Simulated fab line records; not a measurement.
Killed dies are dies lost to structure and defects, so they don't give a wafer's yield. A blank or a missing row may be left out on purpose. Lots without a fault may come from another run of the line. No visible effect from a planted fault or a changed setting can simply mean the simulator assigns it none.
fab line records + flow sky130
record:
- lots: 7
- wafers: 21
- last_day: 50
route steps=708 shown LOCAL_INTERCONNECT@390 PAD_OPEN@708
lots that met no fault: from a run of the same line without faults
start_h: start of the lot's first displayed wafer, in hours after the record's first day + wait_h: hours elapsed since this lot's preceding step + " repeats the value in the row above + L1.1+2: several wafers, shown together as one row + - no value, or no start was given + * or withheld: withheld + < > ~ a bound
route shown NAME@n: names a module that has steps shown in the file, with the first one's number in the route + usual: mean/standard deviation taken from wafers without a fault + same: alike in all rows + chamber/n: place in a boat + sites: per-site readings + _std_site: standard deviation of those values + _edge_site: inner sites' mean taken away from outer sites' mean + radius_mm: for every site, how far away it sits from the centre of the wafer + mask NAME#n: copy n + behind: tool/chamber where the wafer was last shaped + hold: what put the lot on hold/how long, in hours/how the hold closed + device: whichever transistor did not switch (one of n, p or np) + end of line: the tests these same wafers got at the end of their route + a step without rows: its recipe alone + killed: the dies lost at the first sort to structure and to defects; this is not the yield of the wafer + map: a wafer's dies, x killed, . not, _ none there
set.NAME: the setting the step ran with; set.NAME@STEP: the setting that earlier step ran with + model.NAME: the simulator's own value behind a step, which no gauge read
a table for each step, a row for each wafer; lots at some steps of the route
services: a tool's chamber out of use, with start hour (start_h, from the record's first day; less than 0 if before it), hours out, and reason
== steps ==
step: SKY_LOCAL_INTERCONNECT_DEHYDRATE_03
recipe:
- temp_c: 200
- time_s: 60
step: SKY_LOCAL_INTERCONNECT_HMDS_04
recipe:
- prime_time_s: 60
- prime_temp_c: 120
step: SKY_LOCAL_INTERCONNECT_COAT_05
recipe:
- resist: BARC
- temp_c: withheld
- time_s: withheld
- spin_rpm: 3000
- resist_thk_nm: 60
step: SKY_LOCAL_INTERCONNECT_COAT_06
recipe:
- resist: KrF-thick
- spin_rpm: 3000
- resist_thk_nm: 450
step: SKY_LOCAL_INTERCONNECT_SOFTBAKE_07
recipe:
- temp_c: 100
- time_s: 90
- resist: KrF-thick
step: SKY_LOCAL_INTERCONNECT_EXPOSE_08
recipe:
- mask_id: LI1M
- na: 0.8
- source_shape: annular
- sigma_inner: 0.55
- sigma_outer: 0.85
- target_cd_nm: 170
- dose_mj: 28.23
step: SKY_LOCAL_INTERCONNECT_PEB_09
recipe:
- peb_temp_c: withheld
- peb_time_s: withheld
- resist: KrF-thick
step: SKY_LOCAL_INTERCONNECT_DEVELOP_10
recipe:
- develop_time_s: 60
- resist: KrF-thick
- dev_temp_c: 21
step: SKY_LOCAL_INTERCONNECT_CD_MEAS_11
recipe:
- target_cd_nm: 170
usual:
- cd_nm: 170.4/1.4
| lot.wafer | tool      | chamber | start_h | wait_h | cd_nm |
|-----------|-----------|---------|---------|--------|-------|
| L735.2    | cd_sem-01 | -       | 739.73  | -      | 169.4 |
| L735.3    | "         | -       | "       | "      | 168.7 |
| L735.5    | "         | -       | "       | "      | 171.5 |
| L737.1    | cd_sem-01 | -       | 744.26  | -      | 168.8 |
| L737.3    | "         | -       | "       | "      | 168.2 |
| L737.4    | "         | -       | "       | "      | 168.1 |
| L746.2    | cd_sem-01 | -       | 807.43  | -      | 172.1 |
| L746.3    | "         | -       | "       | "      | 171.4 |
| L746.5    | "         | -       | "       | "      | 172.4 |
| L749.1    | cd_sem-02 | -       | 829.06  | -      | 170.1 |
| L749.2    | "         | -       | "       | "      | 169.9 |
| L749.6    | "         | -       | "       | "      | 169.7 |
| L750.1    | cd_sem-01 | -       | 845.21  | -      | 170.8 |
| L750.4    | "         | -       | "       | "      | 168.4 |
| L750.5    | "         | -       | "       | "      | 170.7 |
| L751.1    | cd_sem-02 | -       | 853.16  | -      | 167.8 |
| L751.2    | "         | -       | "       | "      | 167.7 |
| L751.4    | "         | -       | "       | "      | 166.8 |
| L756.2    | cd_sem-02 | -       | 879.35  | -      | 170.6 |
| L756.3    | "         | -       | "       | "      | 170.3 |
| L756.6    | "         | -       | "       | "      | 172.1 |
step: SKY_LOCAL_INTERCONNECT_OVL_MEAS_12
usual:
- LOCAL_INTERCONNECT_OVL: -1/5.3
| lot.wafer | tool       | chamber | start_h | wait_h | LOCAL_INTERCONNECT_OVL[nm] |
|-----------|------------|---------|---------|--------|----------------------------|
| L735.2    | overlay-01 | -       | 739.83  | 0.1    | 3                          |
| L735.3    | "          | -       | "       | "      | 3                          |
| L735.5    | "          | -       | "       | "      | 4                          |
| L737.1    | overlay-01 | -       | 744.38  | 0.1    | -13                        |
| L737.3    | "          | -       | "       | "      | -5                         |
| L737.4    | "          | -       | "       | "      | -7                         |
| L746.2    | overlay-01 | -       | 807.53  | 0.1    | 0                          |
| L746.3    | "          | -       | "       | "      | 7                          |
| L746.5    | "          | -       | "       | "      | 8                          |
| L749.1    | overlay-02 | -       | 829.18  | 0.1    | -5                         |
| L749.2    | "          | -       | "       | "      | 1                          |
| L749.6    | "          | -       | "       | "      | 1                          |
| L750.1    | overlay-01 | -       | 845.33  | 0.1    | 2                          |
| L750.4    | "          | -       | "       | "      | 5                          |
| L750.5    | "          | -       | "       | "      | 4                          |
| L751.1    | overlay-01 | -       | 853.28  | 0.1    | 0                          |
| L751.2    | "          | -       | "       | "      | -3                         |
| L751.4    | "          | -       | "       | "      | -3                         |
| L756.2    | overlay-02 | -       | 879.45  | 0.1    | 1                          |
| L756.3    | "          | -       | "       | "      | -2                         |
| L756.6    | "          | -       | "       | "      | 1                          |
step: SKY_LOCAL_INTERCONNECT_ETCH_13
recipe:
- chemistry: N2/H2
- target: BARC
- ion_energy_ev: 200
- bias_w: 100
- pressure_mtorr: 30
- n2_flow_sccm: 100
- h2_flow_sccm: 200
- icp_w: 500
- stop_on: SiO2
- time_s: 45.9
- target_depth_a: 600
usual:
- bias_w: 100.02/0.29
- drypump_motor_current_A: 5.50/0.28
- oes_product_au: 0.854/0.0044
- throttle_valve_pct: 13.225/0.009
| lot.wafer | tool         | chamber | start_h | wait_h | bias_w | drypump_motor_current_A | oes_product_au | rf_hours_counter_h | throttle_valve_pct |
|-----------|--------------|---------|---------|--------|--------|-------------------------|----------------|--------------------|--------------------|
| L735.2    | rie_metal-03 | 0       | 739.86  | 0.0    | 100.00 | 5.59                    | 0.856          | 8                  | 13.218             |
| L735.3    | "            | 1       | "       | "      | 100.39 | 5.62                    | 0.861          | -                  | 13.229             |
| L735.5    | "            | 1       | "       | "      | 99.96  | 5.58                    | 0.847          | -                  | 13.231             |
| L737.1    | rie_metal-04 | 1       | 744.41  | 0.0    | 99.41  | 5.62                    | 0.855          | 11                 | 13.229             |
| L737.3    | "            | 1       | "       | "      | 100.01 | 5.59                    | 0.855          | -                  | 13.241             |
| L737.4    | "            | 0       | "       | "      | 100.14 | 5.29                    | 0.852          | -                  | 13.224             |
| L746.2    | rie_metal-02 | 0       | 807.56  | 0.0    | 99.44  | 5.75                    | 0.850          | 12                 | 13.225             |
| L746.3    | "            | 1       | "       | "      | 99.92  | 4.98                    | 0.853          | -                  | 13.208             |
| L746.5    | "            | 0       | "       | "      | 100.35 | 5.72                    | 0.855          | -                  | 13.215             |
| L749.1    | rie_metal-04 | 1       | 829.21  | 0.0    | 100.10 | 5.60                    | 0.860          | 14                 | 13.220             |
| L749.2    | "            | 0       | "       | "      | 99.59  | 5.27                    | 0.852          | 7                  | 13.220             |
| L749.6    | "            | 1       | "       | "      | 100.04 | 5.60                    | 0.847          | -                  | 13.210             |
| L750.1    | rie_metal-04 | 1       | 845.36  | 0.0    | 99.90  | 5.63                    | 0.851          | 14                 | 13.214             |
| L750.4    | "            | 1       | "       | "      | 100.13 | 5.64                    | 0.854          | -                  | 13.218             |
| L750.5    | "            | 1       | "       | "      | 100.00 | 5.62                    | 0.857          | -                  | 13.222             |
| L751.1    | rie_metal-03 | 1       | 853.31  | 0.0    | 100.12 | 5.63                    | 0.853          | 4                  | 13.232             |
| L751.2    | "            | 0       | "       | "      | 100.22 | 5.61                    | 0.853          | 13                 | 13.214             |
| L751.4    | "            | 0       | "       | "      | 100.44 | 5.60                    | 0.853          | -                  | 13.216             |
| L756.2    | rie_metal-02 | 0       | 879.48  | 0.0    | 100.20 | 5.75                    | 0.851          | 15                 | 13.211             |
| L756.3    | "            | 0       | "       | "      | 99.97  | 5.75                    | 0.852          | -                  | 13.229             |
| L756.6    | "            | 0       | "       | "      | 100.01 | 5.74                    | 0.854          | -                  | 13.226             |
step: SKY_LOCAL_INTERCONNECT_METAL_ETCH_14
recipe:
- target_depth_nm: 110
- stop_on: PSG
- chemistry: Cl2/BCl3
- target: TiN
- resist_sidewall_deg: 88
- pressure_mtorr: 10
- icp_w: 900
- bias_w: 48.5
- Cl2_flow_sccm: 60
- bcl3_flow_sccm: 30
- time_s: 31.4
usual:
- bias_w: 48.52/0.14
- drypump_motor_current_A: 5.49/0.27
- oes_product_au: 0.942/0.0073
- throttle_valve_pct: 21.900/0.01
| lot.wafer | tool         | chamber | start_h | wait_h | bias_w | drypump_motor_current_A | oes_product_au | rf_hours_counter_h | throttle_valve_pct |
|-----------|--------------|---------|---------|--------|--------|-------------------------|----------------|--------------------|--------------------|
| L735.2    | rie_metal-03 | 0       | 739.93  | 0.0    | 48.40  | 5.65                    | 0.940          | 8                  | 21.887             |
| L735.3    | "            | 1       | "       | "      | 48.66  | 5.66                    | 0.948          | -                  | 21.898             |
| L735.5    | "            | 1       | "       | "      | 48.46  | 5.66                    | 0.946          | -                  | 21.902             |
| L737.1    | rie_metal-04 | 1       | 744.48  | 0.0    | 48.56  | 5.59                    | 0.943          | 11                 | 21.899             |
| L737.3    | "            | 1       | "       | "      | 48.46  | 5.62                    | 0.932          | -                  | 21.901             |
| L737.4    | "            | 0       | "       | "      | 48.57  | 5.27                    | 0.937          | -                  | 21.902             |
| L746.2    | rie_metal-02 | 0       | 807.63  | 0.0    | 48.56  | 5.73                    | 0.938          | 12                 | 21.916             |
| L746.3    | "            | 1       | "       | "      | 48.49  | 4.99                    | 0.928          | -                  | 21.910             |
| L746.5    | "            | 0       | "       | "      | 48.65  | 5.70                    | 0.932          | -                  | 21.893             |
| L749.1    | rie_metal-04 | 1       | 829.28  | 0.0    | 48.45  | 5.63                    | 0.942          | 14                 | 21.902             |
| L749.2    | "            | 0       | "       | "      | 48.48  | 5.25                    | 0.949          | 7                  | 21.906             |
| L749.6    | "            | 1       | "       | "      | 48.64  | 5.60                    | 0.935          | -                  | 21.901             |
| L750.1    | rie_metal-04 | 1       | 845.43  | 0.0    | 48.44  | 5.59                    | 0.946          | 14                 | 21.889             |
| L750.4    | "            | 1       | "       | "      | 48.40  | 5.61                    | 0.936          | -                  | 21.902             |
| L750.5    | "            | 1       | "       | "      | 48.46  | 5.58                    | 0.916          | -                  | 21.910             |
| L751.1    | rie_metal-03 | 1       | 853.38  | 0.0    | 48.62  | 5.66                    | 0.944          | 4                  | 21.908             |
| L751.2    | "            | 0       | "       | "      | 48.38  | 5.61                    | 0.943          | 13                 | 21.897             |
| L751.4    | "            | 0       | "       | "      | 48.67  | 5.61                    | 0.944          | -                  | 21.910             |
| L756.2    | rie_metal-02 | 0       | 879.55  | 0.0    | 48.55  | 5.70                    | 0.948          | 15                 | 21.890             |
| L756.3    | "            | 0       | "       | "      | 48.63  | 5.71                    | 0.948          | -                  | 21.902             |
| L756.6    | "            | 0       | "       | "      | 48.57  | 5.70                    | 0.938          | -                  | 21.920             |
step: SKY_LOCAL_INTERCONNECT_STRIP_15
recipe:
- chemistry: O2/N2
- power_w: 1400
- pressure_mtorr: 1500
- platen_temp_c: withheld
- o2_flow_sccm: 3000
- n2_flow_sccm: 300
- overash_fraction: 0.5
usual:
- chamber_pressure_mTorr: 1500.1/1.4
- drypump_motor_current_A: 5.72/0.29
- oes_product_au: 0.427/0.0044
- strip_time_to_endpoint_s: 4.727/0.02
| lot.wafer | tool            | chamber | start_h | wait_h | chamber_pressure_mTorr | drypump_motor_current_A | oes_product_au | rf_hours_counter_h | strip_time_to_endpoint_s | model.KrF-thick_of_LOCAL_INTERCONNECT_COAT_06.thk_nm |
|-----------|-----------------|---------|---------|--------|------------------------|-------------------------|----------------|--------------------|--------------------------|------------------------------------------------------|
| L735.2    | plasma_asher-02 | 0       | 739.98  | 0.0    | 1498.9                 | 5.66                    | 0.426          | 31                 | 4.719                    | 0                                                    |
| L735.3    | "               | 0       | "       | "      | 1500.7                 | 5.67                    | 0.440          | -                  | 4.702                    | 0                                                    |
| L735.5    | "               | 1       | "       | "      | 1499.7                 | 5.62                    | 0.435          | -                  | 4.698                    | 0                                                    |
| L737.1    | plasma_asher-02 | 0       | 744.53  | 0.0    | 1500.5                 | 5.57                    | 0.428          | 32                 | 4.724                    | 0                                                    |
| L737.3    | "               | 1       | "       | "      | 1498.5                 | 5.58                    | 0.429          | -                  | 4.727                    | 0                                                    |
| L737.4    | "               | 0       | "       | "      | 1502.1                 | 5.59                    | 0.433          | -                  | 4.711                    | 0                                                    |
| L746.2    | plasma_asher-01 | 0       | 807.68  | 0.0    | 1499.0                 | 5.53                    | 0.424          | 67                 | 4.715                    | 0                                                    |
| L746.3    | "               | 1       | "       | "      | 1500.3                 | 6.21                    | 0.420          | -                  | 4.671                    | 0                                                    |
| L746.5    | "               | 0       | "       | "      | 1500.1                 | 5.52                    | 0.427          | -                  | 4.719                    | 0                                                    |
| L749.1    | plasma_asher-01 | 1       | 829.33  | 0.0    | -                      | -                       | -              | -                  | -                        | 350.1                                                |
| L749.2    | "               | 0       | "       | "      | -                      | -                       | -              | -                  | -                        | 350.1                                                |
| L749.6    | "               | 0       | "       | "      | -                      | -                       | -              | -                  | -                        | 348.9                                                |
| L750.1    | plasma_asher-04 | 1       | 845.48  | 0.0    | -                      | -                       | -              | -                  | -                        | 349.8                                                |
| L750.4    | "               | 1       | "       | "      | -                      | -                       | -              | -                  | -                        | 348.4                                                |
| L750.5    | "               | 1       | "       | "      | -                      | -                       | -              | -                  | -                        | 348.8                                                |
| L751.1    | plasma_asher-04 | 0       | 853.43  | 0.0    | -                      | -                       | -              | -                  | -                        | 350                                                  |
| L751.2    | "               | 1       | "       | "      | -                      | -                       | -              | -                  | -                        | 346.5                                                |
| L751.4    | "               | 1       | "       | "      | -                      | -                       | -              | -                  | -                        | 347.5                                                |
| L756.2    | plasma_asher-02 | 0       | 879.60  | 0.0    | 1500.0                 | 5.62                    | 0.421          | 45                 | 4.764                    | 0                                                    |
| L756.3    | "               | 0       | "       | "      | 1501.2                 | 5.59                    | 0.423          | -                  | 4.750                    | 0                                                    |
| L756.6    | "               | 0       | "       | "      | 1502.2                 | 5.59                    | 0.425          | -                  | 4.754                    | 0                                                    |
step: SKY_LOCAL_INTERCONNECT_STRIP_16
recipe:
- chemistry: post_etch_residue_remover
- time_s: 1200
- temp_c: 72.5
step: SKY_PAD_OPEN_PROBE_99
usual:
- killed_at_M0_to_M3: 44/6.8
- killed_at_M4_up: 3.1/1.8
- killed_at_contacts: 25/5.2
- killed_at_front_end: 15/4.1
- killed_at_other: 0.3/0.62
- killed_dies: 88/9.4
- killed_on_rim: 17/3.7
- killed_open: 48/7.1
- killed_short: 40/6.1
same:
- gross_dies: 492
- killed_at_back_side: 0
| lot.wafer | tool      | chamber | start_h | wait_h | killed_at_M0_to_M3 | killed_at_M4_up | killed_at_contacts | killed_at_front_end | killed_at_other | killed_dies | killed_on_rim | killed_open | killed_short |
|-----------|-----------|---------|---------|--------|--------------------|-----------------|--------------------|---------------------|-----------------|-------------|---------------|-------------|--------------|
| L735.2    | prober-02 | -       | 1103.23 | 0.1    | 45                 | 3               | 23                 | 16                  | 0               | 87          | 20            | 50          | 37           |
| L735.3    | prober-02 | -       | 1103.28 | 0.2    | 37                 | 4               | 40                 | 20                  | 1               | 102         | 19            | 50          | 50           |
| L735.5    | prober-02 | -       | 1103.38 | 0.2    | 48                 | 1               | 33                 | 16                  | 2               | 100         | 23            | 61          | 38           |
| L746.2    | prober-02 | -       | 1152.60 | 0.1    | 51                 | 3               | 25                 | 7                   | 0               | 86          | 16            | 57          | 29           |
| L746.3    | prober-02 | -       | 1152.65 | 0.2    | 42                 | 7               | 24                 | 15                  | 0               | 88          | 17            | 48          | 40           |
| L746.5    | prober-02 | -       | 1152.75 | 0.2    | 43                 | 3               | 24                 | 12                  | 0               | 82          | 18            | 43          | 39           |
| L749.1    | prober-02 | -       | 1165.38 | 0.1    | 62                 | 3               | 411                | 16                  | 0               | 492         | 96            | 54          | 49           |
| L749.2    | prober-02 | -       | 1165.43 | 0.1    | 35                 | 3               | 437                | 17                  | 0               | 492         | 96            | 40          | 44           |
| L749.6    | prober-02 | -       | 1165.63 | 0.2    | 56                 | 1               | 416                | 19                  | 0               | 492         | 96            | 53          | 45           |
| L750.1    | prober-01 | -       | 1175.90 | 0.1    | 49                 | 1               | 427                | 14                  | 1               | 492         | 96            | 49          | 42           |
| L750.4    | prober-01 | -       | 1176.05 | 0.2    | 45                 | 4               | 430                | 11                  | 2               | 492         | 96            | 39          | 44           |
| L750.5    | prober-01 | -       | 1176.10 | 0.2    | 53                 | 6               | 415                | 18                  | 0               | 492         | 96            | 53          | 46           |
| L751.1    | prober-02 | -       | 1183.33 | 0.1    | 52                 | 3               | 422                | 14                  | 1               | 492         | 96            | 39          | 53           |
| L751.2    | prober-02 | -       | 1183.38 | 0.1    | 41                 | 4               | 435                | 11                  | 1               | 492         | 96            | 50          | 41           |
| L751.4    | prober-02 | -       | 1183.48 | 0.2    | 43                 | 3               | 433                | 13                  | 0               | 492         | 96            | 44          | 36           |
killed by level:class
L735.2 VIA1:geometric_particle:open=13 CONTACT:geometric_particle:open=9 LOCAL_INTERCONNECT:geometric_particle:short=6 VIA2:geometric_particle:open=6 METAL1:geometric_particle:short=5 VIA3:geometric_particle:open=5 FIELD_ISO:geometric_particle:open=4 FIELD_ISO:geometric_particle:short=4
L735.3 CONTACT:geometric_particle:open=14 VIA1:geometric_particle:open=9 LI_CONTACT:geometric_particle:short=7 LI_CONTACT:geometric_particle:open=6 LOCAL_INTERCONNECT:geometric_particle:short=6 CONTACT:geometric_particle:short=6 METAL2:geometric_particle:short=6 VIA3:geometric_particle:open=6
L735.5 VIA1:geometric_particle:open=13 CONTACT:geometric_particle:open=12 LI_CONTACT:geometric_particle:open=8 CONTACT:geometric_particle:short=6 METAL1:geometric_particle:short=6 POLY_GATE:geometric_particle:open=5 VIA3:geometric_particle:open=5 FIELD_ISO:geometric_particle:open=4
L746.2 VIA1:geometric_particle:open=13 CONTACT:geometric_particle:open=12 VIA3:geometric_particle:open=9 LI_CONTACT:geometric_particle:open=7 VIA2:geometric_particle:open=6 VIA3:geometric_particle:short=5 VIA1:geometric_particle:short=5 CONTACT:geometric_particle:short=4
L746.3 VIA1:geometric_particle:open=13 CONTACT:geometric_particle:open=8 VIA2:geometric_particle:open=7 CONTACT:geometric_particle:short=6 LI_CONTACT:geometric_particle:open=5 VIA3:geometric_particle:open=5 FIELD_ISO:geometric_particle:open=4 POLY_GATE:geometric_particle:short=4
L746.5 CONTACT:geometric_particle:open=11 VIA3:geometric_particle:open=6 METAL2:geometric_particle:short=6 VIA1:geometric_particle:open=5 METAL1:geometric_particle:short=5 VIA1:geometric_particle:short=5 VIA2:geometric_particle:open=5 LI_CONTACT:geometric_particle:short=4
L749.1 CONTACT:area_cvd=389 CONTACT:geometric_particle:open=15 VIA1:geometric_particle:open=14 METAL1:geometric_particle:short=10 VIA1:geometric_particle:short=8 VIA3:geometric_particle:open=8 POLY_GATE:geometric_particle:short=6 VIA2:geometric_particle:open=6
L749.2 CONTACT:area_cvd=408 CONTACT:geometric_particle:open=10 LI_CONTACT:geometric_particle:open=8 VIA1:geometric_particle:open=8 METAL1:geometric_particle:short=7 LOCAL_INTERCONNECT:geometric_particle:short=6 POLY_GATE:geometric_particle:open=4 POLY_GATE:geometric_particle:short=4
L749.6 CONTACT:area_cvd=394 VIA1:geometric_particle:open=16 METAL2:geometric_particle:short=8 VIA1:geometric_particle:short=7 VIA2:geometric_particle:open=7 VIA3:geometric_particle:open=7 LI_CONTACT:geometric_particle:short=6 LI_CONTACT:geometric_particle:open=6
L750.1 CONTACT:area_cvd=401 VIA1:geometric_particle:open=13 LI_CONTACT:geometric_particle:open=7 CONTACT:geometric_particle:open=7 VIA2:geometric_particle:open=6 LOCAL_INTERCONNECT:geometric_particle:short=5 CONTACT:geometric_particle:short=5 METAL1:geometric_particle:short=5
L750.4 CONTACT:area_cvd=409 METAL1:geometric_particle:short=10 VIA2:geometric_particle:open=7 LI_CONTACT:geometric_particle:open=6 VIA1:geometric_particle:open=6 VIA3:geometric_particle:open=6 CONTACT:geometric_particle:short=5 VIA1:geometric_particle:short=5
L750.5 CONTACT:area_cvd=393 VIA1:geometric_particle:open=10 CONTACT:geometric_particle:open=9 METAL1:geometric_particle:short=9 VIA2:geometric_particle:open=8 VIA3:geometric_particle:open=6 VIA1:geometric_particle:short=5 METAL2:geometric_particle:short=5
L751.1 CONTACT:area_cvd=400 VIA2:geometric_particle:short=10 VIA2:geometric_particle:open=10 METAL1:geometric_particle:short=7 CONTACT:geometric_particle:short=7 VIA1:geometric_particle:open=7 VIA3:geometric_particle:open=6 LOCAL_INTERCONNECT:geometric_particle:short=5
L751.2 CONTACT:area_cvd=401 VIA1:geometric_particle:open=13 CONTACT:geometric_particle:open=8 LI_CONTACT:geometric_particle:open=8 VIA1:geometric_particle:short=7 LOCAL_INTERCONNECT:geometric_particle:short=6 CONTACT:geometric_particle:short=6 VIA2:geometric_particle:open=6
L751.4 CONTACT:area_cvd=412 VIA1:geometric_particle:open=11 LOCAL_INTERCONNECT:geometric_particle:short=7 LI_CONTACT:geometric_particle:open=6 METAL2:geometric_particle:short=6 VIA2:geometric_particle:open=6 VIA3:geometric_particle:open=5 CONTACT:geometric_particle:open=4
map L749.1 (x killed, . not)
__________xxxxxxxxxx_________
________xxxxxxxxxxxxxx_______
______xxxxxxxxxxxxxxxxxx_____
_____xxxxxxxxxxxxxxxxxxxx____
____xxxxxxxxxxxxxxxxxxxxxx___
___xxxxxxxxxxxxxxxxxxxxxxxx__
__xxxxxxxxxxxxxxxxxxxxxxxxxx_
_xxxxxxxxxxxxxxxxxxxxxxxxxxxx
_xxxxxxxxxxxxxxxxxxxxxxxxxxxx
_xxxxxxxxxxxxxxxxxxxxxxxxxxxx
_xxxxxxxxxxxxxxxxxxxxxxxxxxxx
_xxxxxxxxxxxxxxxxxxxxxxxxxxxx
_xxxxxxxxxxxxxxxxxxxxxxxxxxxx
_xxxxxxxxxxxxxxxxxxxxxxxxxxxx
_xxxxxxxxxxxxxxxxxxxxxxxxxxxx
__xxxxxxxxxxxxxxxxxxxxxxxxxx_
___xxxxxxxxxxxxxxxxxxxxxxxx__
____xxxxxxxxxxxxxxxxxxxxxx___
_____xxxxxxxxxxxxxxxxxxxx____
______xxxxxxxxxxxxxxxxxx_____
________xxxxxxxxxxxxxx_______
__________xxxxxxxxxx_________
map L750.1 (x killed, . not)
__________xxxxxxxxxx_________
________xxxxxxxxxxxxxx_______
______xxxxxxxxxxxxxxxxxx_____
_____xxxxxxxxxxxxxxxxxxxx____
____xxxxxxxxxxxxxxxxxxxxxx___
___xxxxxxxxxxxxxxxxxxxxxxxx__
__xxxxxxxxxxxxxxxxxxxxxxxxxx_
_xxxxxxxxxxxxxxxxxxxxxxxxxxxx
_xxxxxxxxxxxxxxxxxxxxxxxxxxxx
_xxxxxxxxxxxxxxxxxxxxxxxxxxxx
_xxxxxxxxxxxxxxxxxxxxxxxxxxxx
_xxxxxxxxxxxxxxxxxxxxxxxxxxxx
_xxxxxxxxxxxxxxxxxxxxxxxxxxxx
_xxxxxxxxxxxxxxxxxxxxxxxxxxxx
_xxxxxxxxxxxxxxxxxxxxxxxxxxxx
__xxxxxxxxxxxxxxxxxxxxxxxxxx_
___xxxxxxxxxxxxxxxxxxxxxxxx__
____xxxxxxxxxxxxxxxxxxxxxx___
_____xxxxxxxxxxxxxxxxxxxx____
______xxxxxxxxxxxxxxxxxx_____
________xxxxxxxxxxxxxx_______
__________xxxxxxxxxx_________
== services ==
| tool            | chamber | start_h | hours | kind           |
|-----------------|---------|---------|-------|----------------|
| plasma_asher-02 | -       | 722.65  | 2.8   | pm             |
| rie_metal-03    | 1       | 723.51  | 7.7   | repair         |
| plasma_asher-04 | -       | 733.75  | 9.0   | pm             |
| plasma_asher-04 | 0       | 733.75  | 9.0   | vent_cycle     |
| plasma_asher-04 | 1       | 733.75  | 9.0   | vent_cycle     |
| rie_metal-02    | -       | 736.54  | 2.0   | repair         |
| plasma_asher-04 | 0       | 742.75  | -     | clean          |
| plasma_asher-04 | 1       | 742.75  | -     | clean          |
| rie_metal-03    | 1       | 748.76  | -     | clean          |
| rie_metal-03    | 1       | 748.76  | 19.2  | scheduled_down |
| rie_metal-03    | 1       | 748.76  | 19.2  | vent_cycle     |
| plasma_asher-01 | -       | 752.02  | 2.7   | repair         |
| rie_metal-02    | 1       | 822.60  | -     | clean          |
| rie_metal-02    | 1       | 822.60  | 20.7  | scheduled_down |
| rie_metal-02    | 1       | 822.60  | 20.7  | vent_cycle     |
| rie_metal-03    | -       | 824.85  | 1.8   | repair         |
| rie_metal-02    | -       | 833.35  | 2.8   | pm             |
| rie_metal-02    | -       | 842.60  | 10.0  | pm             |
| plasma_asher-01 | -       | 843.51  | 2.8   | pm             |
| plasma_asher-01 | -       | 846.91  | 6.3   | repair         |
== key ==
first_sign:
- step: SKY_LOCAL_INTERCONNECT_STRIP_15
- reading: tool_record
- direction: missing
effect:
- step: SKY_PAD_OPEN_PROBE_99
- reading: killed_at_contacts
- direction: up
- sigmas: 78
- usual: 25
- struck: 425
model_effect:
- step: SKY_LOCAL_INTERCONNECT_STRIP_15
- value: KrF-thick_of_LOCAL_INTERCONNECT_COAT_06.thk_nm
- without: 0
- struck: 348.9
more_kills_born_at:
- SKY_CONTACT_CVD_00@pecvd-01: 2404
- SKY_CONTACT_CVD_00@pecvd-04: 1203
met_at SKY_LOCAL_INTERCONNECT_STRIP_15
struck_wafers L749.1,L749.2,L749.6,L750.1,L750.4,L750.5,L751.1,L751.2,L751.4
later_rows_left_out L749.1,L749.2,L749.6,L750.1,L750.4,L750.5,L751.1,L751.2,L751.4
tester_left_out L749,L750,L751
onset_between 807.68 829.33
fault:
- kind: skipped_step_whole
- tool: plasma_asher-01,plasma_asher-04
- chamber: -
- onset_h: 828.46
- steps: SKY_LOCAL_INTERCONNECT_STRIP_15
- scope: struck_lots_only
tester_left_out: of these lots the tester's yield and bins aren't shown, on N5 and GAA mostly nor the transistor test; their killed dies are dies lost to structure and defects alone, not to doping, threshold or leakage, so they don't give the yield
later_rows_left_out: the simulator's readings of these wafers behind a module that went badly wrong aren't trusted and aren't shown, but for the sort
